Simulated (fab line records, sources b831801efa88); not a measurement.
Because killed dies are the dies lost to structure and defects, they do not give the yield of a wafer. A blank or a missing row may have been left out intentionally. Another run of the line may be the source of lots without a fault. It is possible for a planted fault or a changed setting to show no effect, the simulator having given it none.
fab line records ; flow sky130
record lots=7; wafers=18; last_day=50
route steps=708 shown CONTACT@418 METAL1@434 PAD_OPEN@708
lots with no fault: from the same line, run without faults
start_h: hours from the record's first day to the start of the lot's first wafer shown ; wait_h: time in hours since the lot's previous step ; " same as the row above ; L1.1+2: one row covering several wafers at once ; - no value present, or no start provided ; * or withheld: withheld ; < > ~ a bound
route shown NAME@n: NAME is a module with steps in the file, n the number in the route of the first one ; usual: the fault-free wafers' mean and standard deviation ; same: alike in all rows ; chamber/n: place in a boat ; sites: per-site readings ; _std_site: the values' standard deviation ; _edge_site: outer sites' mean less inner sites' ; radius_mm: how far each site lies from the wafer's centre ; mask NAME#n: copy n ; behind: the last tool/chamber to shape the wafer ; hold: what put the lot on hold/how long, in hours/how the hold closed ; device: whichever transistor did not switch (one of n, p or np) ; end of line: at the end of the route, the tests of the same wafers ; for a step that has no rows: nothing shown but its recipe ; killed: dies lost to structure and defects at the first sort, not the wafer's yield ; map: dies across one wafer; x = killed, . = not, _ = none there
set.NAME: the setting the step ran with; set.NAME@STEP: the setting that earlier step ran with ; model.NAME: the simulator's own value behind a step, which no gauge read
lots at some steps of the route; a table a step, a row a wafer
services: from which hour (start_h, from the record's first day; less than 0 if before it) a tool's chamber was out of use, for how many hours, and why
## steps
# step SKY_CONTACT_PEB_12
# recipe peb_temp_c=withheld; peb_time_s=withheld; resist=KrF-thick
# step SKY_CONTACT_DEVELOP_13
# recipe develop_time_s=60; resist=KrF-thick; dev_temp_c=21
# step SKY_CONTACT_CD_MEAS_14
# recipe target_cd_nm=170
# usual cd_nm=170.1/1.4
lot.wafer;tool;chamber;start_h;wait_h;cd_nm
L303.2;cd_sem-01;-;774.68;-;170.3
L303.5;cd_sem-01;-;774.68;-;169.9
L303.6;cd_sem-01;-;774.68;-;168.6
L304.1;cd_sem-02;-;792.74;-;171.8
L304.3;cd_sem-02;-;792.74;-;172.2
L304.4;cd_sem-02;-;792.74;-;173.2
L311.1;cd_sem-02;-;825.51;-;169.3
L311.2;cd_sem-02;-;825.51;-;168.7
L311.6;cd_sem-02;-;825.51;-;169.2
L313.1;cd_sem-02;-;848.91;-;171.5
L313.2;cd_sem-02;-;848.91;-;171.4
L313.3;cd_sem-02;-;848.91;-;170.6
L319.2;cd_sem-01;-;884.96;-;172.1
L319.4;cd_sem-01;-;884.96;-;171.8
L320.4;cd_sem-02;-;887.05;-;168.1
L320.6;cd_sem-02;-;887.05;-;167.5
L321.2;cd_sem-01;-;900.93;-;167.8
L321.4;cd_sem-01;-;900.93;-;167.5
# step SKY_CONTACT_OVL_MEAS_15
# usual CONTACT_OVL=3/5.9
lot.wafer;tool;chamber;start_h;wait_h;CONTACT_OVL[nm]
L303.2;overlay-01;-;774.78;0.1;-2
L303.5;overlay-01;-;774.78;0.1;-3
L303.6;overlay-01;-;774.78;0.1;-3
L304.1;overlay-02;-;792.86;0.1;4
L304.3;overlay-02;-;792.86;0.1;2
L304.4;overlay-02;-;792.86;0.1;7
L311.1;overlay-02;-;825.63;0.1;2
L311.2;overlay-02;-;825.63;0.1;1
L311.6;overlay-02;-;825.63;0.1;-4
L313.1;overlay-01;-;849.03;0.1;-3
L313.2;overlay-01;-;849.03;0.1;4
L313.3;overlay-01;-;849.03;0.1;1
L319.2;overlay-02;-;885.07;0.1;-10
L319.4;overlay-02;-;885.07;0.1;-11
L320.4;overlay-02;-;887.13;0.1;1
L320.6;overlay-02;-;887.13;0.1;-2
L321.2;overlay-02;-;901.03;0.1;3
L321.4;overlay-02;-;901.03;0.1;-4
# step SKY_CONTACT_ETCH_16
# recipe chemistry=N2/H2; target=BARC; ion_energy_ev=200; source_w=500; bias_w=100; pressure_mtorr=30; n2_flow_sccm=100; h2_flow_sccm=200; stop_on=SiO2; time_s=45.9; target_depth_a=600
# usual drypump_motor_current_A=5.75/0.22; oes_product_au=0.854/0.0044; throttle_valve_pct=13.225/0.0079
lot.wafer;tool;chamber;start_h;wait_h;drypump_motor_current_A;oes_product_au;rf_hours_counter_h;throttle_valve_pct
L303.2;rie_diel-04;2;774.81;0.0;5.61;0.854;15;13.233
L303.5;rie_diel-04;1;774.81;0.0;6.03;0.851;-;13.228
L303.6;rie_diel-04;2;774.81;0.0;5.63;0.851;-;13.208
L304.1;rie_diel-01;1;792.90;0.0;6.18;0.849;22;13.220
L304.3;rie_diel-01;3;792.90;0.0;5.71;0.861;10;13.228
L304.4;rie_diel-01;1;792.90;0.0;6.19;0.858;-;13.231
L311.1;rie_diel-01;2;825.66;0.0;5.98;0.859;10;13.227
L311.2;rie_diel-01;1;825.66;0.0;6.22;0.854;23;13.222
L311.6;rie_diel-01;1;825.66;0.0;6.18;0.856;-;13.232
L313.1;rie_diel-04;2;849.07;0.0;5.59;0.850;17;13.226
L313.2;rie_diel-04;0;849.07;0.0;5.82;0.852;24;13.221
L313.3;rie_diel-04;1;849.07;0.0;6.05;0.849;13;13.236
L319.2;rie_diel-01;0;885.10;0.0;5.42;0.848;15;13.229
L319.4;rie_diel-01;2;885.10;0.0;5.92;0.862;-;13.224
L320.4;rie_diel-03;0;887.15;0.0;6.00;0.855;1;13.224
L320.6;rie_diel-03;3;887.15;0.0;5.75;0.856;-;13.222
L321.2;rie_diel-03;3;901.06;0.0;5.76;0.860;9;13.225
L321.4;rie_diel-03;1;901.06;0.0;5.56;0.854;13;13.222
# step SKY_CONTACT_ETCH_17
# recipe target=SiO2; chemistry=C4F8/O2/Ar; stop_on=Si3N4; mask_material=KrF-thick; source_w=1500; bias_w=1200; pressure_mtorr=40; c4f8_flow_sccm=withheld; O2_flow_sccm=6; Ar_flow_sccm=300; time_s=withheld; target_depth_a=3400
# usual oes_product_au=0.891/0.0049
lot.wafer;tool;chamber;start_h;wait_h;oes_product_au
L303.2;rie_diel-04;2;774.85;0.0;0.884
L303.5;rie_diel-04;1;774.85;0.0;0.884
L303.6;rie_diel-04;2;774.85;0.0;0.892
L304.1;rie_diel-01;1;792.94;0.0;0.888
L304.3;rie_diel-01;3;792.94;0.0;0.882
L304.4;rie_diel-01;1;792.94;0.0;0.891
L311.1;rie_diel-01;2;825.70;0.0;0.895
L311.2;rie_diel-01;1;825.70;0.0;0.889
L311.6;rie_diel-01;1;825.70;0.0;0.882
L313.1;rie_diel-04;2;849.11;0.0;0.890
L313.2;rie_diel-04;0;849.11;0.0;0.895
L313.3;rie_diel-04;1;849.11;0.0;0.890
L319.2;rie_diel-01;0;885.14;0.0;0.889
L319.4;rie_diel-01;2;885.14;0.0;0.896
L320.4;rie_diel-03;0;887.19;0.0;0.893
L320.6;rie_diel-03;3;887.19;0.0;0.889
L321.2;rie_diel-03;3;901.11;0.0;0.890
L321.4;rie_diel-03;1;901.11;0.0;0.893
# step SKY_CONTACT_ETCH_18
# recipe target=Si3N4; chemistry=CHF3/O2; stop_on=TiN; source_w=600; bias_w=200; pressure_mtorr=40; chf3_flow_sccm=50; O2_flow_sccm=5; time_s=39; target_depth_a=750
# usual drypump_motor_current_A=5.74/0.22; oes_product_au=0.851/0.0085; throttle_valve_pct=8.792/0.0084
lot.wafer;tool;chamber;start_h;wait_h;drypump_motor_current_A;oes_product_au;rf_hours_counter_h;throttle_valve_pct
L303.2;rie_diel-04;2;-;-;5.59;0.847;15;8.785
L303.5;rie_diel-04;1;-;-;6.05;0.856;-;8.808
L303.6;rie_diel-04;2;-;-;5.58;0.862;-;8.790
L304.1;rie_diel-01;1;-;-;6.19;0.856;22;8.808
L304.3;rie_diel-01;3;-;-;5.73;0.857;10;8.799
L304.4;rie_diel-01;1;-;-;6.17;0.855;-;8.804
L311.1;rie_diel-01;2;-;-;5.92;0.852;10;8.780
L311.2;rie_diel-01;1;-;-;6.18;0.852;23;8.794
L311.6;rie_diel-01;1;-;-;6.17;0.859;-;8.804
L313.1;rie_diel-04;2;-;-;5.59;0.851;17;8.796
L313.2;rie_diel-04;0;-;-;5.82;0.842;24;8.792
L313.3;rie_diel-04;1;-;-;6.05;0.841;13;8.795
L319.2;rie_diel-01;0;-;-;5.43;0.853;15;8.785
L319.4;rie_diel-01;2;-;-;5.93;0.857;-;8.797
L320.4;rie_diel-03;0;-;-;5.99;0.857;1;8.795
L320.6;rie_diel-03;3;-;-;5.76;0.848;-;8.796
L321.2;rie_diel-03;3;-;-;5.75;0.850;9;8.783
L321.4;rie_diel-03;1;-;-;5.57;0.857;13;8.800
# step SKY_CONTACT_STRIP_19
# recipe chemistry=O2/N2; power_w=1400; pressure_mtorr=1500; platen_temp_c=withheld; o2_flow_sccm=3000; n2_flow_sccm=300; overash_fraction=0.5
# usual drypump_motor_current_A=5.8/0.62; oes_product_au=0.380/0.0045; strip_time_to_endpoint_s=3.628/0.029
lot.wafer;tool;chamber;start_h;wait_h;drypump_motor_current_A;oes_product_au;rf_hours_counter_h;strip_time_to_endpoint_s
L303.2;plasma_asher-02;0;774.94;-;6.7;0.380;65;3.642
L303.5;plasma_asher-02;0;774.94;-;6.7;0.375;-;3.617
L303.6;plasma_asher-02;1;774.94;-;5.7;0.390;-;3.639
L304.1;plasma_asher-04;1;793.03;-;5.9;0.383;97;3.613
L304.3;plasma_asher-04;1;793.03;-;5.9;0.381;-;3.598
L304.4;plasma_asher-04;0;793.03;-;5.0;0.383;-;3.600
L311.1;plasma_asher-02;1;825.79;-;5.7;0.383;70;3.602
L311.2;plasma_asher-02;0;825.79;-;6.6;0.384;70;3.660
L311.6;plasma_asher-02;0;825.79;-;6.7;0.377;-;3.680
L313.1;plasma_asher-01;1;849.20;-;4.9;0.381;45;3.635
L313.2;plasma_asher-01;0;849.20;-;5.8;0.373;45;3.607
L313.3;plasma_asher-01;0;849.20;-;5.8;0.386;-;3.626
L319.2;plasma_asher-04;0;885.23;-;5.0;0.373;107;3.597
L319.4;plasma_asher-04;0;885.23;-;5.0;0.371;-;3.585
L320.4;plasma_asher-02;1;887.32;-;5.7;0.383;-;3.642
L320.6;plasma_asher-02;0;887.32;-;6.7;0.385;-;3.608
L321.2;plasma_asher-02;1;901.20;-;5.7;0.369;76;3.603
L321.4;plasma_asher-02;1;901.20;-;5.7;0.383;-;3.626
# step SKY_CONTACT_STRIP_20
# recipe chemistry=post_etch_residue_remover; time_s=1200; temp_c=72.5
# step SKY_CONTACT_CLEAN_21
# recipe chemistry=IPA; time_s=180; temp_c=25
# step SKY_CONTACT_CLEAN_22
# recipe chemistry=O3/DIW; dry=n2_spin
# step SKY_CONTACT_SPUTTER_23
# recipe material=TiN; target_thk_nm=20; chamber_pressure_pa=5; power_w=4000; time_s=80
# step SKY_CONTACT_CVD_24
# recipe material=W; target_thk_nm=340; time_s=102.12; temp_c=400; pressure_torr=40
# usual chamber_pressure_Torr=39.99/0.092; heater_power_w=816/46
lot.wafer;tool;chamber;start_h;wait_h;chamber_pressure_Torr;heater_power_w;model.W_of_CONTACT_CVD_24.thk_nm
L303.2;cvd_w-01;1;775.60;0.0;40.06;768;338.1
L303.5;cvd_w-01;1;775.60;0.0;40.09;785;335.4
L303.6;cvd_w-01;0;775.60;0.0;39.93;841;340
L304.1;cvd_w-01;1;793.68;0.0;40.16;761;338.8
L304.3;cvd_w-01;0;793.68;0.0;39.88;793;339.1
L304.4;cvd_w-01;1;793.68;0.0;40.16;761;337.4
L311.1;cvd_w-02;0;826.57;0.0;40.00;841;335.8
L311.2;cvd_w-02;1;826.57;0.0;39.99;879;338.9
L311.6;cvd_w-02;0;826.57;0.0;40.00;854;334.2
L313.1;cvd_w-02;0;849.89;0.0;40.02;829;341.9
L313.2;cvd_w-02;1;849.89;0.0;40.13;886;339.7
L313.3;cvd_w-02;0;849.89;0.0;40.08;837;338.2
L319.2;cvd_w-01;1;885.90;0.0;39.95;763;328.8
L319.4;cvd_w-01;0;885.90;0.0;40.03;837;204.4
L320.4;cvd_w-01;0;888.00;0.1;39.92;836;200.6
L320.6;cvd_w-01;0;888.00;0.1;39.96;827;202.4
L321.2;cvd_w-01;1;902.19;0.0;39.79;763;335.4
L321.4;cvd_w-01;1;902.19;0.0;40.03;772;194.2
# step SKY_CONTACT_RS_MEAS_25
# recipe thk_meas_gauge=four-point-probe; reads=W_of_CONTACT_CVD_24+TiN_of_CONTACT_SPUTTER_23
# usual CONTACT_W_RS=0.340/0.0039
lot.wafer;tool;chamber;start_h;wait_h;hold;CONTACT_W_RS[ohm/sq]
L303.2;film_metro-03;-;775.73;0.1;-;0.340
L303.5;film_metro-03;-;775.73;0.1;-;0.343
L303.6;film_metro-03;-;775.73;0.1;-;0.339
L304.1;film_metro-02;-;793.79;0.1;-;0.339
L304.3;film_metro-02;-;793.79;0.1;-;0.338
L304.4;film_metro-02;-;793.79;0.1;-;0.340
L311.1;film_metro-03;-;826.68;0.1;-;0.342
L311.2;film_metro-03;-;826.68;0.1;-;0.339
L311.6;film_metro-03;-;826.68;0.1;-;0.343
L313.1;film_metro-02;-;850.00;0.1;-;0.336
L313.2;film_metro-02;-;850.00;0.1;-;0.337
L313.3;film_metro-02;-;850.00;0.1;-;0.339
L319.2;film_metro-04;-;886.03;0.1;await_dispo/0.2h/release;0.350
L319.4;film_metro-04;-;886.03;0.1;await_dispo/0.2h/release;0.567
L319.2;film_metro-04;-;886.31;0.3;-;0.349
L319.4;film_metro-04;-;886.31;0.3;-;0.567
L320.4;film_metro-03;-;888.14;0.1;await_dispo/0.2h/release;0.578
L320.6;film_metro-03;-;888.14;0.1;await_dispo/0.2h/release;0.572
L320.4;film_metro-03;-;888.42;0.3;-;0.576
L320.6;film_metro-03;-;888.42;0.3;-;0.571
L321.2;film_metro-02;-;902.32;0.1;await_dispo/0.2h/release;0.342
L321.4;film_metro-02;-;902.32;0.1;await_dispo/0.2h/release;0.596
L321.2;film_metro-02;-;902.61;0.3;-;0.342
L321.4;film_metro-02;-;902.61;0.3;-;0.596
# step SKY_CONTACT_THK_MEAS_26
# recipe thk_meas_gauge=xrf; reads=W_of_CONTACT_CVD_24
# usual CONTACT_W_THK=336/4.6
lot.wafer;tool;chamber;start_h;wait_h;hold;CONTACT_W_THK[nm]
L303.2;film_metro-03;-;775.84;0.1;-;336
L303.5;film_metro-03;-;775.84;0.1;-;332
L303.6;film_metro-03;-;775.84;0.1;-;335
L304.1;film_metro-02;-;793.91;0.1;-;335
L304.3;film_metro-02;-;793.91;0.1;-;336
L304.4;film_metro-02;-;793.91;0.1;-;334
L311.1;film_metro-03;-;826.80;0.1;-;336
L311.2;film_metro-03;-;826.80;0.1;-;338
L311.6;film_metro-03;-;826.80;0.1;-;332
L313.1;film_metro-02;-;850.12;0.1;-;335
L313.2;film_metro-02;-;850.12;0.1;-;334
L313.3;film_metro-02;-;850.12;0.1;-;331
L320.4;film_metro-03;-;890.09;1.6;await_dispo/0.2h/release;199
L320.6;film_metro-03;-;890.09;1.6;await_dispo/0.2h/release;202
L320.4;film_metro-03;-;890.40;0.3;-;200
L320.6;film_metro-03;-;890.40;0.3;-;202
L319.2;film_metro-04;-;891.32;5.0;await_dispo/0.2h/release;327
L319.4;film_metro-04;-;891.32;5.0;await_dispo/0.2h/release;204
L319.2;film_metro-04;-;891.54;0.2;-;328
L319.4;film_metro-04;-;891.54;0.2;-;204
L321.2;film_metro-02;-;908.43;5.8;await_dispo/0.2h/release;331
L321.4;film_metro-02;-;908.43;5.8;await_dispo/0.2h/release;192
L321.2;film_metro-02;-;908.66;0.2;-;331
L321.4;film_metro-02;-;908.66;0.2;-;191
# step SKY_CONTACT_CMP_27
# recipe stop_on=SiO2; t_overpolish_s=15; down_force_psi=3.5; platen_rpm=60; target_thk_nm=0; pad_velocity_m_s=0.94248
# usual edge_zone_pressure_frac=1.001/0.0051; motor_current_A=11.1/1.2; slurry_flow_ml_min=150.0/0.46; time_to_endpoint_s=80/3.3
lot.wafer;tool;chamber;start_h;wait_h;hold;edge_zone_pressure_frac;motor_current_A;slurry_flow_ml_min;time_to_endpoint_s
L303.2;cmp-01;3;775.99;0.1;-;1.007;12.7;150.0;77
L303.6;cmp-01;1;775.99;0.1;-;0.997;13.2;148.8;77
L303.5;cmp-01;2;775.99;0.1;-;1.002;12.2;149.1;77
L304.4;cmp-01;0;794.02;0.1;-;1.003;9.2;150.3;80
L304.3;cmp-01;1;794.02;0.1;-;1.002;13.1;148.9;75
L304.1;cmp-01;2;794.02;0.1;-;1.014;11.8;150.1;75
L311.1;cmp-01;2;826.86;0.1;-;1.000;11.1;150.3;75
L311.2;cmp-01;0;826.86;0.1;-;0.994;9.6;150.6;78
L311.6;cmp-01;2;826.86;0.1;-;1.005;11.6;150.3;76
L313.1;cmp-01;1;850.23;0.1;-;0.998;12.1;150.1;78
L313.3;cmp-01;2;850.23;0.1;-;1.012;11.4;150.6;76
L313.2;cmp-01;3;850.23;0.1;-;0.999;12.9;149.8;75
L320.4;cmp-01;3;892.80;2.4;await_dispo/2.3h/release;1.000;12.6;150.0;48
L320.6;cmp-01;1;892.80;2.4;await_dispo/2.3h/release;1.004;12.4;150.3;48
L319.2;cmp-02;2;894.15;2.6;await_dispo/2.6h/release;1.004;9.5;149.5;79
L319.4;cmp-02;0;894.15;2.6;await_dispo/2.6h/release;0.995;10.5;150.3;48
L321.4;cmp-02;3;912.20;3.5;await_dispo/1.9h/release;1.011;11.3;150.0;52
L321.2;cmp-02;2;912.20;3.5;await_dispo/1.9h/release;1.003;9.5;149.2;80
# step SKY_METAL1_SPUTTER_00
# recipe material=Ti; target_thk_nm=15; power_w=3000; time_s=10; chamber_pressure_pa=0.4
# usual throttle_valve_pct=29.5/1
lot.wafer;tool;chamber;start_h;wait_h;throttle_valve_pct
L303.2;pvd_sputter-03;-;776.19;0.1;31.0
L303.5;pvd_sputter-03;-;776.19;0.1;29.7
L303.6;pvd_sputter-03;-;776.19;0.1;30.4
L304.1;pvd_sputter-02;-;794.27;0.1;29.3
L304.3;pvd_sputter-02;-;794.27;0.1;27.4
L304.4;pvd_sputter-02;-;794.27;0.1;29.9
L311.1;pvd_sputter-02;-;827.16;0.2;27.5
L311.2;pvd_sputter-02;-;827.16;0.2;29.2
L311.6;pvd_sputter-02;-;827.16;0.2;29.6
L313.1;pvd_sputter-03;-;850.48;0.2;31.4
L313.2;pvd_sputter-03;-;850.48;0.2;30.1
L313.3;pvd_sputter-03;-;850.48;0.2;30.4
L320.4;pvd_sputter-04;-;893.00;0.1;29.0
L320.6;pvd_sputter-04;-;893.00;0.1;30.5
L319.2;pvd_sputter-03;-;894.45;0.2;30.1
L319.4;pvd_sputter-03;-;894.45;0.2;31.2
L321.2;pvd_sputter-02;-;912.50;0.1;29.7
L321.4;pvd_sputter-02;-;912.50;0.1;29.4
# step SKY_PAD_OPEN_PROBE_99
# usual killed_at_M0_to_M3=44/6.5; killed_at_M4_up=3.3/1.9; killed_at_contacts=24/5.3; killed_at_front_end=15/4.5; killed_at_other=0.3/0.58; killed_dies=87/9.3; killed_open=48/6.6; killed_short=39/6.1
# same gross_dies=492; killed_at_back_side=0
lot.wafer;tool;chamber;start_h;wait_h;killed_at_M0_to_M3;killed_at_M4_up;killed_at_contacts;killed_at_front_end;killed_at_other;killed_dies;killed_open;killed_short
L304.1;prober-02;-;1118.09;0.1;35;4;21;13;0;73;41;32
L304.3;prober-02;-;1118.19;0.2;49;2;16;18;0;85;51;34
L304.4;prober-02;-;1118.24;0.2;45;3;28;16;0;92;50;42
L313.1;prober-01;-;1159.61;0.1;47;4;16;18;0;85;53;32
L313.2;prober-01;-;1159.66;0.1;58;1;21;10;0;90;51;39
L313.3;prober-01;-;1159.71;0.2;45;5;23;19;0;92;55;37
L319.2;prober-01;-;1184.02;0.1;39;2;36;17;0;94;63;31
L319.4;prober-01;-;1184.12;0.2;39;4;33;13;2;91;48;43
L321.2;prober-01;-;1192.69;0.1;44;3;31;11;0;89;50;39
L321.4;prober-01;-;1192.79;0.2;40;5;29;8;0;82;50;32
# killed by level:class
L304.1 VIA1:geometric_particle:open=13 VIA2:geometric_particle:open=6 FIELD_ISO:geometric_particle:open=5 LI_CONTACT:geometric_particle:open=5 LOCAL_INTERCONNECT:geometric_particle:short=5 CONTACT:geometric_particle:short=5 METAL1:geometric_particle:short=5 CONTACT:geometric_particle:open=4
L304.3 VIA1:geometric_particle:open=15 FIELD_ISO:geometric_particle:short=9 VIA2:geometric_particle:open=9 CONTACT:geometric_particle:open=7 FIELD_ISO:geometric_particle:open=5 VIA3:geometric_particle:open=5 LI_CONTACT:geometric_particle:open=4 LOCAL_INTERCONNECT:geometric_particle:short=4
L304.4 CONTACT:geometric_particle:open=9 VIA1:geometric_particle:open=9 FIELD_ISO:geometric_particle:short=8 LI_CONTACT:geometric_particle:open=8 METAL2:geometric_particle:short=7 LOCAL_INTERCONNECT:geometric_particle:short=7 VIA3:geometric_particle:open=7 METAL1:geometric_particle:short=4
L313.1 VIA1:geometric_particle:open=13 POLY_GATE:geometric_particle:open=7 LI_CONTACT:geometric_particle:open=7 METAL2:geometric_particle:short=7 CONTACT:geometric_particle:open=6 VIA3:geometric_particle:open=6 VIA1:geometric_particle:short=5 METAL1:geometric_particle:short=5
L313.2 VIA1:geometric_particle:open=14 CONTACT:geometric_particle:open=11 VIA2:geometric_particle:open=10 VIA3:geometric_particle:open=9 METAL2:geometric_particle:short=7 METAL1:geometric_particle:short=6 VIA2:geometric_particle:short=5 VIA3:geometric_particle:short=4
L313.3 CONTACT:geometric_particle:open=12 VIA1:geometric_particle:open=9 VIA2:geometric_particle:open=9 POLY_GATE:geometric_particle:open=7 VIA2:geometric_particle:short=7 LI_CONTACT:geometric_particle:open=6 FIELD_ISO:geometric_particle:open=5 VIA3:geometric_particle:open=5
L319.2 CONTACT:geometric_particle:open=20 VIA1:geometric_particle:open=11 FIELD_ISO:geometric_particle:open=7 VIA3:geometric_particle:open=6 LI_CONTACT:geometric_particle:open=6 VIA2:geometric_particle:open=6 CONTACT:geometric_particle:short=5 POLY_GATE:geometric_particle:open=4
L319.4 CONTACT:geometric_particle:open=18 VIA1:geometric_particle:open=8 VIA2:geometric_particle:open=8 LI_CONTACT:geometric_particle:open=5 VIA3:geometric_particle:open=5 FIELD_ISO:geometric_particle:short=4 LOCAL_INTERCONNECT:geometric_particle:short=4 CONTACT:geometric_particle:short=4
L321.2 CONTACT:geometric_particle:open=14 VIA1:geometric_particle:open=9 VIA2:geometric_particle:open=8 FIELD_ISO:geometric_particle:short=5 CONTACT:geometric_particle:short=5 METAL2:geometric_particle:short=5 VIA3:geometric_particle:open=5 LI_CONTACT:geometric_particle:open=4
L321.4 CONTACT:geometric_particle:open=16 VIA1:geometric_particle:open=10 LI_CONTACT:geometric_particle:open=6 VIA3:geometric_particle:open=5 CONTACT:geometric_particle:short=4 METAL2:geometric_particle:short=4 VIA2:geometric_particle:open=4 METAL3:geometric_particle:short=4
## services
tool;chamber;start_h;hours;kind
rie_diel-04;-;779.40;14.6;pm
cmp-01;-;785.61;3.7;pm
pvd_sputter-03;-;787.78;8.4;repair
rie_diel-01;2;788.28;7.8;repair
rie_diel-03;-;791.89;2.8;pm
cvd_w-01;0;793.91;14.8;repair
rie_diel-04;1;806.00;5.7;repair
rie_diel-04;3;807.04;5.5;repair
pvd_sputter-03;-;811.49;1.1;repair
cvd_w-02;0;814.37;3.9;repair
plasma_asher-02;-;826.96;14.6;pm
pvd_sputter-03;-;833.76;3.3;repair
pvd_sputter-02;-;838.35;2.4;repair
cvd_w-01;-;840.43;0.6;repair
rie_diel-03;0;843.80;3.6;repair
cmp-01;-;852.76;5.4;repair
pvd_sputter-02;-;855.48;1.1;repair
rie_diel-01;-;861.14;2.8;pm
cvd_w-02;-;874.87;2.8;pm
rie_diel-04;0;893.78;9.7;repair
cmp-01;-;901.82;6.2;repair
rie_diel-03;3;904.02;5.5;repair
rie_diel-03;1;908.16;16.2;repair
rie_diel-03;-;911.16;0.6;repair
## key
first_sign step=SKY_CONTACT_RS_MEAS_25; reading=visit; direction=added
effect step=SKY_CONTACT_RS_MEAS_25; reading=CONTACT_W_RS; direction=up; sigmas=61; usual=0.340; struck=0.578
effect step=SKY_CONTACT_THK_MEAS_26; reading=visit; direction=added
effect step=SKY_CONTACT_THK_MEAS_26; reading=CONTACT_W_THK; direction=down; sigmas=30; usual=336; struck=199
effect step=SKY_CONTACT_CMP_27; reading=time_to_endpoint_s; direction=down; sigmas=9.4; usual=*; struck=*
model_effect step=SKY_CONTACT_CVD_24; value=W_of_CONTACT_CVD_24.thk_nm; without=337.4; struck=200.4
met_at SKY_CONTACT_CVD_24
struck_wafers L319.4,L320.4,L320.6,L321.4
tester_left_out L319,L320,L321
onset_between 793.68 885.90
fault kind=process_parameter_drift; tool=cvd_w-01; chamber=-; onset_h=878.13; steps=SKY_CONTACT_CVD_24; channel=target_thk_nm; offset=-136.99; shape=step; end_h=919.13; scope=struck_wafers_only; acts_in=these_recipes_only; stated=340
# tester_left_out: of these lots the tester's yield and bins aren't shown, on N5 and GAA mostly nor the transistor test; their killed dies are dies lost to structure and defects alone, not to doping, threshold or leakage, so they don't give the yield
